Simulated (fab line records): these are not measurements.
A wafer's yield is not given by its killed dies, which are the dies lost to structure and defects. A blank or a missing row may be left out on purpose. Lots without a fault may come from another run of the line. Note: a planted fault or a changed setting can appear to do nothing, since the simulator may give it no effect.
fab line records | flow gf180mcu | part 1 of 2: steps 1 to 25 of 37
[record] lots = 5 wafers = 15 last-day = 32
route steps=602 shown V4@485 MIM@503
lots untouched by any fault: they come from a run of this same line in which no faults occurred
start-h: hours from the record's opening day to when the first of the lot's shown wafers began | wait-h: hours since the lot's step before | " unchanged from the row above | L1.1+2: a single row standing in for several wafers | - either no value or no given start | * or withheld: withheld | < > ~ a bound
route shown NAME@n: NAME is a module with steps in the file, n the number in the route of the first one | usual: mean and standard deviation over wafers with no fault | same: alike in all rows | chamber/n: place in a boat | sites: each site's reading | _std_site: standard deviation across them | _edge_site: the outer-site mean with the inner-site mean subtracted | radius-mm: how far each site lies from the wafer's centre | mask NAME#n: copy n | behind: the last tool/chamber to shape the wafer | hold: why the lot was held/for how many hours/how that ended | device: whichever transistor did not switch (one of n, p or np) | end of line: at the end of the route, the tests of the same wafers | for a step that has no rows: nothing shown but its recipe | killed: dies that structure and defects cost at the first sort, which is not the same as the wafer's yield | map: a wafer's dies, marking killed ones x, the rest . and places with no die _
set.NAME: the setting the step ran with; set.NAME@STEP: the setting that earlier step ran with | model.NAME: the simulator's own value behind a step, which no gauge read
certain route steps with their lots: each step a table, each wafer a row
services: a tool's chamber out of use, with start hour (start-h, from the record's first day; less than 0 if before it), hours out, and reason
[[steps]]
[step GF_V4_COAT_09]
[recipe] resist = KrF spin-rpm = withheld resist-thk-nm = 1000
// columns lot.wafer tool chamber start-h wait-h
L075.2+3+5 litho-track-02 0 - -
L076.2+3+4 litho-track-04 0 - -
L079.3+5+6 litho-track-03 0 - -
L080.3+5+6 litho-track-04 0 - -
L083.1+2+3 litho-track-02 0 - -
[step GF_V4_SOFTBAKE_10]
[recipe] temp-c = 130 time-s = 60 resist = KrF
// columns lot.wafer tool chamber start-h wait-h
L075.2+3+5 litho-track-02 0 - -
L076.2+3+4 litho-track-04 0 - -
L079.3+5+6 litho-track-03 0 - -
L080.3+5+6 litho-track-04 0 - -
L083.1+2+3 litho-track-02 0 - -
[step GF_V4_EXPOSE_11]
[recipe] mask-id = Via4 target-cd-nm = 260 na = 0.68 source-shape = conventional sigma-outer = 0.6 dose-mj = 38
[usual] stage-vel-mm-s = 500.00/0.23
// columns lot.wafer tool chamber start-h wait-h mask stage-vel-mm-s
L075.2 krf-scanner-02 0 - - Via4#0 499.90
L075.3 " 0 " " Via4#0 500.33
L075.5 " 0 " " Via4#0 500.19
L076.2 krf-scanner-01 0 - - Via4#0 500.05
L076.3 " 0 " " Via4#0 500.24
L076.4 " 0 " " Via4#0 499.96
L079.3 krf-scanner-01 0 - - Via4#0 499.80
L079.5 " 0 " " Via4#0 499.81
L079.6 " 0 " " Via4#0 499.73
L080.3 krf-scanner-01 0 - - Via4#0 500.23
L080.5 " 0 " " Via4#0 499.92
L080.6 " 0 " " Via4#0 500.05
L083.1 krf-scanner-01 0 - - Via4#0 500.17
L083.2 " 0 " " Via4#0 500.02
L083.3 " 0 " " Via4#0 500.26
[step GF_V4_PEB_12]
[recipe] peb-temp-c = 135 peb-time-s = 90 resist = KrF
[same] peb-time-s = 90
// columns lot.wafer tool chamber start-h wait-h
L075.2+3+5 litho-track-04 0 - -
L076.2+3+4 litho-track-02 0 - -
L079.3+5+6 litho-track-02 0 - -
L080.3+5+6 litho-track-03 0 - -
L083.1+2+3 litho-track-03 0 - -
[step GF_V4_DEVELOP_13]
[recipe] develop-time-s = 60 resist = KrF dev-temp-c = 21
// columns lot.wafer tool chamber start-h wait-h
L075.2+3+5 litho-track-04 0 590.61 0.2
L076.2+3+4 litho-track-02 0 609.68 0.2
L079.3+5+6 litho-track-02 0 619.75 0.1
L080.3+5+6 litho-track-03 0 633.51 0.1
L083.1+2+3 litho-track-03 0 656.71 0.2
[step GF_V4_CD_MEAS_14]
[recipe] target-cd-nm = 260
[usual] cd-nm = 260.4/1.5
// columns lot.wafer tool chamber start-h wait-h cd-nm
L075.2 cd-sem-01 - 590.75 0.1 259.4
L075.3 " - " " 259.9
L075.5 " - " " 259.7
L076.2 cd-sem-01 - 609.82 0.1 258.7
L076.3 " - " " 259.2
L076.4 " - " " 258.3
L079.3 cd-sem-01 - 619.89 0.1 258.7
L079.5 " - " " 257.1
L079.6 " - " " 257.6
L080.3 cd-sem-01 - 633.69 0.2 259.4
L080.5 " - " " 259.2
L080.6 " - " " 260.3
L083.1 cd-sem-01 - 656.86 0.1 260.0
L083.2 " - " " 259.7
L083.3 " - " " 260.3
[step GF_V4_OVL_MEAS_15]
[usual] V4_OVL = -5/5.1
// columns lot.wafer tool chamber start-h wait-h V4_OVL[nm]
L075.2 overlay-02 - 590.86 0.1 0
L075.3 " - " " -6
L075.5 " - " " -8
L076.2 overlay-02 - 609.93 0.1 -12
L076.3 " - " " 1
L076.4 " - " " -6
L079.3 overlay-02 - 619.99 0.1 -15
L079.5 " - " " -14
L079.6 " - " " -5
L080.3 overlay-01 - 633.79 0.1 2
L080.5 " - " " -4
L080.6 " - " " -4
L083.1 overlay-02 - 656.98 0.1 4
L083.2 " - " " -1
L083.3 " - " " -1
[step GF_V4_ETCH_16]
[recipe] chemistry = N2/H2 target-depth-a = withheld overetch-a = withheld time-s = withheld target = BARC ion-energy-ev = 200 source-w = 500 bias-w = 100 pressure-mtorr = 30 n2-flow-sccm = 100 h2-flow-sccm = 200
[usual] bias-w = 100.01/0.28 chamber-pressure-mTorr = 30.005/0.027 drypump-motor-current-A = 5.9/0.45 oes-product-au = 0.855/0.0049 rf-fwd-power-W = 494.7/1.8 throttle-valve-pct = 13.224/0.0093
// columns lot.wafer tool chamber start-h wait-h bias-w chamber-pressure-mTorr drypump-motor-current-A oes-product-au rf-fwd-power-W throttle-valve-pct
L075.2 rie-diel-04 0 590.89 0.0 99.48 30.018 5.8 0.855 495.0 13.241
L075.3 " 3 " " 99.80 30.041 6.6 0.855 492.8 13.234
L075.5 " 1 " " 100.34 30.008 6.1 0.862 493.4 13.218
L076.2 rie-diel-01 0 609.96 0.0 100.04 30.052 5.5 0.848 497.9 13.215
L076.3 " 3 " " 99.53 30.039 6.1 0.853 493.9 13.247
L076.4 " 2 " " 99.93 30.017 6.3 0.854 492.5 13.225
L079.3 rie-diel-02 2 620.01 0.0 100.39 30.057 5.8 0.854 497.4 13.211
L079.5 " 2 " " 99.97 29.950 5.8 0.847 497.2 13.235
L079.6 " 3 " " 100.02 29.988 5.5 0.853 493.6 13.229
L080.3 rie-diel-02 2 633.81 0.0 99.48 30.002 5.8 0.851 494.2 13.234
L080.5 " 1 " " 100.02 30.054 5.2 0.862 495.0 13.209
L080.6 " 2 " " 100.03 30.028 5.8 0.855 492.9 13.232
L083.1 rie-diel-04 3 657.01 0.0 99.44 30.022 6.6 0.857 493.9 13.212
L083.2 " 2 " " 100.08 30.008 5.1 0.858 492.2 13.232
L083.3 " 1 " " 100.06 30.006 6.2 0.854 495.5 13.230
[step GF_V4_ETCH_17]
[recipe] chemistry = C4F8/O2/Ar mask-material = KrF target = SiO2 stop-on = TiN source-w = 1500 bias-w = 1200 pressure-mtorr = 40 c4f8-flow-sccm = withheld O2_flow_sccm = 6 Ar_flow_sccm = 300 time-s = withheld target-depth-a = 6300
[usual] bias-w = 1200/3.3 chamber-pressure-mTorr = 40.00/0.039 oes-product-au = 0.856/0.0046 rf-fwd-power-W = 1492/4.4
// columns lot.wafer tool chamber start-h wait-h bias-w chamber-pressure-mTorr oes-product-au rf-fwd-power-W
L075.2 rie-diel-04 0 - - 1193 40.03 0.855 1498
L075.3 " 3 " " 1196 40.04 0.855 1487
L075.5 " 1 " " 1199 39.93 0.856 1492
L076.2 rie-diel-01 0 - - 1198 40.01 0.856 1498
L076.3 " 3 " " 1203 40.03 0.853 1496
L076.4 " 2 " " 1202 40.04 0.854 1494
L079.3 rie-diel-02 2 - - 1200 40.00 0.854 1491
L079.5 " 2 " " 1201 40.00 0.851 1496
L079.6 " 3 " " 1201 39.96 0.847 1485
L080.3 rie-diel-02 2 - - 1198 39.97 0.856 1495
L080.5 " 1 " " 1196 40.00 0.853 1493
L080.6 " 2 " " 1200 40.01 0.861 1497
L083.1 rie-diel-04 3 - - 1201 39.90 0.851 1495
L083.2 " 2 " " 1198 40.00 0.860 1488
L083.3 " 1 " " 1202 40.01 0.856 1493
[step GF_V4_STRIP_18]
[recipe] chemistry = O2/N2 power-w = 1400 pressure-mtorr = 1500 platen-temp-c = 250 o2-flow-sccm = 3000 n2-flow-sccm = 300 overash-fraction = 0.5
[usual] chamber-pressure-mTorr = 1500.0/1.2 drypump-motor-current-A = 5.5/0.38 heater-power-w = 349/32 oes-product-au = 0.592/0.0048
// columns lot.wafer tool chamber start-h wait-h chamber-pressure-mTorr drypump-motor-current-A heater-power-w oes-product-au rf-hours-counter-h
L075.2 plasma-asher-03 1 591.02 - 1497.7 4.9 300 0.584 102
L075.3 " 1 " " 1500.2 4.9 301 0.594 -
L075.5 " 1 " " 1499.0 4.8 299 0.592 -
L076.2 plasma-asher-03 1 610.09 - 1498.7 4.8 297 0.590 103
L076.3 " 1 " " 1500.5 4.8 299 0.590 -
L076.4 " 0 " " 1499.2 6.0 401 0.584 -
L079.3 plasma-asher-04 1 620.17 - 1498.7 5.6 382 0.592 -
L079.5 " 0 " " 1501.7 5.1 359 0.601 -
L079.6 " 1 " " 1500.1 5.7 386 0.591 -
L080.3 plasma-asher-04 0 633.97 - 1499.0 5.1 357 0.583 -
L080.5 " 1 " " 1500.5 5.6 389 0.590 -
L080.6 " 0 " " 1501.4 5.0 353 0.593 -
L083.1 plasma-asher-02 1 657.14 - 1500.0 5.9 323 0.589 51
L083.2 " 0 " " 1498.1 5.6 332 0.587 51
L083.3 " 1 " " 1499.4 5.9 327 0.597 -
[step GF_V4_STRIP_19]
[recipe] chemistry = post-etch-residue-remover time-s = 1200 temp-c = 72.5
[usual] bath-guard-temp-C = 72.2/0.59
// columns lot.wafer tool chamber start-h wait-h bath-guard-temp-C
L075.2 wet-bench-02 1 591.12 0.1 72.7
L075.3 " 1 " " 72.6
L075.5 " 1 " " 72.4
L076.2 wet-bench-01 0 610.19 0.1 72.2
L076.3 " 0 " " 71.9
L076.4 " 0 " " 71.9
L079.3 wet-bench-01 2 620.24 0.0 72.3
L079.5 " 2 " " 72.3
L079.6 " 2 " " 72.2
L080.3 wet-bench-02 1 634.04 0.0 72.5
L080.5 " 1 " " 72.5
L080.6 " 1 " " 72.7
L083.1 wet-bench-02 2 657.24 0.1 71.5
L083.2 " 2 " " 71.2
L083.3 " 2 " " 71.7
[step GF_V4_CLEAN_20]
[recipe] chemistry = DIW dry = n2-spin
// columns lot.wafer tool chamber start-h wait-h
L075.2+3+5 wet-bench-02 0 591.46 0.0
L076.2+3+4 wet-bench-02 2 610.53 0.0
L079.3+5+6 wet-bench-02 1 620.58 0.0
L080.3+5+6 wet-bench-01 0 634.38 0.0
L083.1+2+3 wet-bench-03 3 657.58 0.0
[step GF_V4_SPUTTER_21]
[recipe] material = Ti target-thk-nm = 15 chamber-pressure-pa = 5 power-w = 2500 substrate-temp-c = 200 time-s = 80.02
[usual] throttle-valve-pct = 30.0/0.85
// columns lot.wafer tool chamber start-h wait-h throttle-valve-pct
L075.2 pvd-sputter-02 - 591.55 0.0 31.7
L075.3 " - " " 30.2
L075.5 " - " " 30.0
L076.2 pvd-sputter-02 - 610.62 0.0 31.8
L076.3 " - " " 29.8
L076.4 " - " " 30.3
L079.3 pvd-sputter-01 - 620.67 0.0 30.4
L079.5 " - " " 30.3
L079.6 " - " " 29.4
L080.3 pvd-sputter-01 - 634.48 0.0 29.6
L080.5 " - " " 29.5
L080.6 " - " " 29.1
L083.1 pvd-sputter-01 - 657.68 0.0 30.4
L083.2 " - " " 29.7
L083.3 " - " " 28.8
[step GF_V4_SPUTTER_22]
[recipe] material = TiN target-thk-nm = 10 chamber-pressure-pa = 5 power-w = 4000 time-s = 40
[usual] throttle-valve-pct = 30.0/0.81
// columns lot.wafer tool chamber start-h wait-h throttle-valve-pct
L075.2 pvd-sputter-02 - 591.61 0.0 31.6
L075.3 " - " " 30.3
L075.5 " - " " 30.0
L076.2 pvd-sputter-02 - 610.68 0.0 31.8
L076.3 " - " " 29.8
L076.4 " - " " 30.2
L079.3 pvd-sputter-01 - 620.73 0.0 30.6
L079.5 " - " " 30.6
L079.6 " - " " 29.8
L080.3 pvd-sputter-01 - 634.54 0.0 29.6
L080.5 " - " " 29.6
L080.6 " - " " 29.0
L083.1 pvd-sputter-01 - 657.74 0.0 30.9
L083.2 " - " " 29.6
L083.3 " - " " 29.2
[step GF_V4_CVD_23]
[recipe] material = W target-thk-nm = 350 time-s = 104.9 temp-c = 400 pressure-torr = 40
[usual] heater-power-w = 796/17
// columns lot.wafer tool chamber start-h wait-h heater-power-w
L075.2 cvd-w-01 0 591.65 0.0 803
L075.3 " 1 " " 791
L075.5 " 0 " " 790
L076.2 cvd-w-02 1 610.72 0.0 805
L076.3 " 1 " " 836
L076.4 " 0 " " 794
L079.3 cvd-w-01 1 620.81 0.1 774
L079.5 " 0 " " 779
L079.6 " 1 " " 792
L080.3 cvd-w-02 1 634.62 0.1 822
L080.5 " 1 " " 810
L080.6 " 0 " " 770
L083.1 cvd-w-01 1 657.78 0.0 789
L083.2 " 0 " " 793
L083.3 " 1 " " 795
[step GF_V4_RS_MEAS_24]
[recipe] thk-meas-gauge = four-point-probe reads = W_of_V4_CVD_23+TiN_of_V4_SPUTTER_22+Ti_of_V4_SPUTTER_21
[usual] V4_W_RS = 0.327/0.0042
// columns lot.wafer tool chamber start-h wait-h V4_W_RS[ohm/sq]
L075.2 film-metro-01 - 591.78 0.1 0.335
L075.3 " - " " 0.325
L075.5 " - " " 0.334
L076.2 film-metro-03 - 610.85 0.1 0.322
L076.3 " - " " 0.326
L076.4 " - " " 0.326
L079.3 film-metro-03 - 620.92 0.1 0.326
L079.5 " - " " 0.333
L079.6 " - " " 0.327
L080.3 film-metro-01 - 634.73 0.1 0.325
L080.5 " - " " 0.324
L080.6 " - " " 0.327
L083.1 film-metro-03 - 657.89 0.1 0.326
L083.2 " - " " 0.331
L083.3 " - " " 0.326
[step GF_V4_THK_MEAS_25]
[recipe] thk-meas-gauge = xrf reads = W_of_V4_CVD_23
[usual] V4_W_THK = 342/4.5
// columns lot.wafer tool chamber start-h wait-h V4_W_THK[nm]
L075.2 film-metro-01 - 591.89 0.1 335
L075.3 " - " " 347
L075.5 " - " " 337
L076.2 film-metro-03 - 610.96 0.1 351
L076.3 " - " " 349
L076.4 " - " " 345
L079.3 film-metro-03 - 621.02 0.1 346
L079.5 " - " " 339
L079.6 " - " " 347
L080.3 film-metro-01 - 634.83 0.1 345
L080.5 " - " " 346
L080.6 " - " " 341
L083.1 film-metro-03 - 658.01 0.1 343
L083.2 " - " " 336
L083.3 " - " " 342
[step GF_V4_CMP_26]
[recipe] stop-on = SiO2 down-force-psi = 3.5 platen-rpm = 60 t-overpolish-s = 15 target-thk-nm = 0 pad-velocity-m-s = 0.94248
[usual] motor-current-A = 10.9/0.95 overpolish-run-s = 14.999/0.0094 time-to-endpoint-s = 86/4
// columns lot.wafer tool chamber start-h wait-h motor-current-A overpolish-run-s time-to-endpoint-s
L075.2 cmp-02 2 592.15 0.2 9.6 14.998 89
L075.3 " 0 " " 11.3 14.999 92
L075.5 " 2 " " 9.2 14.998 90
L076.3 cmp-02 3 611.06 0.1 10.9 14.995 83
L076.2 " 0 " " 11.4 15.002 83
L076.4 " 1 " " 11.5 15.002 78
L079.3 cmp-02 0 621.16 0.1 11.0 15.012 84
L079.6 " 2 " " 8.7 15.002 85
L079.5 " 3 " " 11.1 15.001 85
L080.3 cmp-02 2 634.92 0.1 9.0 15.001 83
L080.5 " 1 " " 11.7 15.006 78
L080.6 " 2 " " 9.9 15.004 83
L083.3 cmp-01 3 658.16 0.1 12.4 14.989 86
L083.2 " 0 " " 10.7 14.998 84
L083.1 " 2 " " 10.3 14.993 78
[step GF_MIM_SPUTTER_00]
[recipe] material = Ti target-thk-nm = 37.5 arriving-ion-energy-ev = 80 substrate-temp-c = 200 chamber-pressure-pa = 2 power-w = 4000 time-s = 150
[usual] throttle-valve-pct = 30.5/1.3
// columns lot.wafer tool chamber start-h wait-h throttle-valve-pct
L075.2 pvd-sputter-01 - 592.45 0.2 30.4
L075.3 " - " " 29.0
L075.5 " - " " 30.5
L076.2 pvd-sputter-01 - 611.31 0.1 29.1
L076.3 " - " " 30.3
L076.4 " - " " 28.9
L079.3 pvd-sputter-03 - 621.36 0.1 33.3
L079.5 " - " " 33.3
L079.6 " - " " 29.9
L080.3 pvd-sputter-02 - 635.17 0.2 30.3
L080.5 " - " " 29.9
L080.6 " - " " 30.3
L083.1 pvd-sputter-03 - 658.46 0.1 29.7
L083.2 " - " " 31.2
L083.3 " - " " 29.1
[step GF_MIM_SPUTTER_01]
[recipe] material = TiN target-thk-nm = 30 power-w = 6500 time-s = 25 chamber-pressure-pa = 0.4
[usual] throttle-valve-pct = 30.4/1.4
// columns lot.wafer tool chamber start-h wait-h throttle-valve-pct
L075.2 pvd-sputter-01 - 592.55 0.1 30.4
L075.3 " - " " 29.3
L075.5 " - " " 30.5
L076.2 pvd-sputter-01 - 611.41 0.1 29.1
L076.3 " - " " 30.7
L076.4 " - " " 29.0
L079.3 pvd-sputter-03 - 621.46 0.1 33.4
L079.5 " - " " 33.6
L079.6 " - " " 29.9
L080.3 pvd-sputter-02 - 635.27 0.1 29.8
L080.5 " - " " 29.7
L080.6 " - " " 29.9
L083.1 pvd-sputter-03 - 658.56 0.1 29.8
L083.2 " - " " 31.2
L083.3 " - " " 28.7
[step GF_MIM_SPUTTER_02]
[recipe] material = AlCu target-thk-nm = 450 power-w = 10600 time-s = 23.9 chamber-pressure-pa = 0.4
[usual] throttle-valve-pct = 30.5/1.3
// columns lot.wafer tool chamber start-h wait-h throttle-valve-pct
L075.2 pvd-sputter-01 - 592.58 0.0 30.3
L075.3 " - " " 29.1
L075.5 " - " " 30.4
L076.2 pvd-sputter-01 - 611.45 0.0 29.1
L076.3 " - " " 30.6
L076.4 " - " " 28.7
L079.3 pvd-sputter-03 - 621.50 0.0 33.5
L079.5 " - " " 33.3
L079.6 " - " " 29.8
L080.3 pvd-sputter-02 - 635.30 0.0 30.2
L080.5 " - " " 29.6
L080.6 " - " " 30.3
L083.1 pvd-sputter-03 - 658.59 0.0 29.9
L083.2 " - " " 31.3
L083.3 " - " " 29.2
[step GF_MIM_SPUTTER_03]
[recipe] material = Ti target-thk-nm = 10 substrate-temp-c = 300 chamber-pressure-pa = 0.3 power-w = 3000 time-s = 6.7
[usual] throttle-valve-pct = 30.4/1.4
// columns lot.wafer tool chamber start-h wait-h throttle-valve-pct
L075.2 pvd-sputter-01 - 592.61 0.0 30.6
L075.3 " - " " 28.8
L075.5 " - " " 30.2
L076.2 pvd-sputter-01 - 611.48 0.0 28.7
L076.3 " - " " 30.2
L076.4 " - " " 28.9
L079.3 pvd-sputter-03 - 621.53 0.0 33.6
L079.5 " - " " 33.8
L079.6 " - " " 30.0
L080.3 pvd-sputter-02 - 635.33 0.0 30.1
L080.5 " - " " 29.7
L080.6 " - " " 30.0
L083.1 pvd-sputter-03 - 658.62 0.0 29.8
L083.2 " - " " 31.4
L083.3 " - " " 29.0
[step GF_MIM_SPUTTER_04]
[recipe] material = TiN target-thk-nm = 50 power-w = 6500 time-s = 41.7 chamber-pressure-pa = 0.4
[usual] throttle-valve-pct = 30.5/1.4
// columns lot.wafer tool chamber start-h wait-h throttle-valve-pct
L075.2 pvd-sputter-01 - 592.63 0.0 30.5
L075.3 " - " " 28.9
L075.5 " - " " 30.3
L076.2 pvd-sputter-01 - 611.50 0.0 29.2
L076.3 " - " " 30.5
L076.4 " - " " 28.6
L079.3 pvd-sputter-03 - 621.55 0.0 33.3
L079.5 " - " " 33.1
L079.6 " - " " 29.9
L080.3 pvd-sputter-02 - 635.35 0.0 29.9
L080.5 " - " " 29.4
L080.6 " - " " 30.3
L083.1 pvd-sputter-03 - 658.64 0.0 29.9
L083.2 " - " " 31.3
L083.3 " - " " 28.8
[step GF_MIM_CVD_05]
[recipe] material = Si3N4 target-thk-nm = 42 temp-max-c = 400 temp-c = 385 time-s = 29.086 rf-w = 450
[usual] heater-power-w = 646/94 rf-fwd-power-W = 443.1/2.4 temp-max-c = 400.01/0.23
// columns lot.wafer tool chamber start-h wait-h heater-power-w rf-fwd-power-W temp-max-c
L075.2 pecvd-02 0 592.67 0.0 612 440.9 400.24
L075.3 " 2 " " 684 442.6 399.85
L075.5 " 0 " " 597 441.0 399.89
L076.2 pecvd-02 0 611.54 0.0 602 443.8 400.37
L076.3 " 1 " " 748 445.4 399.94
L076.4 " 2 " " 724 443.6 399.91
L079.3 pecvd-02 0 621.59 0.0 534 439.6 399.94
L079.5 " 1 " " 813 444.9 400.36
L079.6 " 0 " " 532 440.5 399.85
L080.3 pecvd-02 0 635.39 0.0 499 440.1 399.70
L080.5 " 1 " " 816 446.5 399.99
L080.6 " 2 " " 664 443.1 399.99
L083.1 pecvd-01 0 658.68 0.0 624 445.9 400.01
L083.2 " 2 " " 530 444.3 400.11
L083.3 " 1 " " 636 441.9 399.51
[step GF_MIM_THK_MEAS_06]
[recipe] reads = Si3N4_of_MIM_CVD_05
[usual] MIM_CVD_05_THK = 41.9/0.54
// columns lot.wafer tool chamber start-h wait-h MIM_CVD_05_THK[nm]
L075.2 film-metro-03 - 592.73 0.0 42.2
L075.3 " - " " 42.7
L075.5 " - " " 43.2
L076.2 film-metro-03 - 611.58 0.0 42.1
L076.3 " - " " 41.5
L076.4 " - " " 41.7
L079.3 film-metro-04 - 621.64 0.0 42.6
L079.5 " - " " 42.5
L079.6 " - " " 43.1
L080.3 film-metro-02 - 635.45 0.0 42.6
L080.5 " - " " 42.8
L080.6 " - " " 42.1
L083.1 film-metro-02 - 658.71 0.0 41.5
L083.2 " - " " 40.9
L083.3 " - " " 41.8
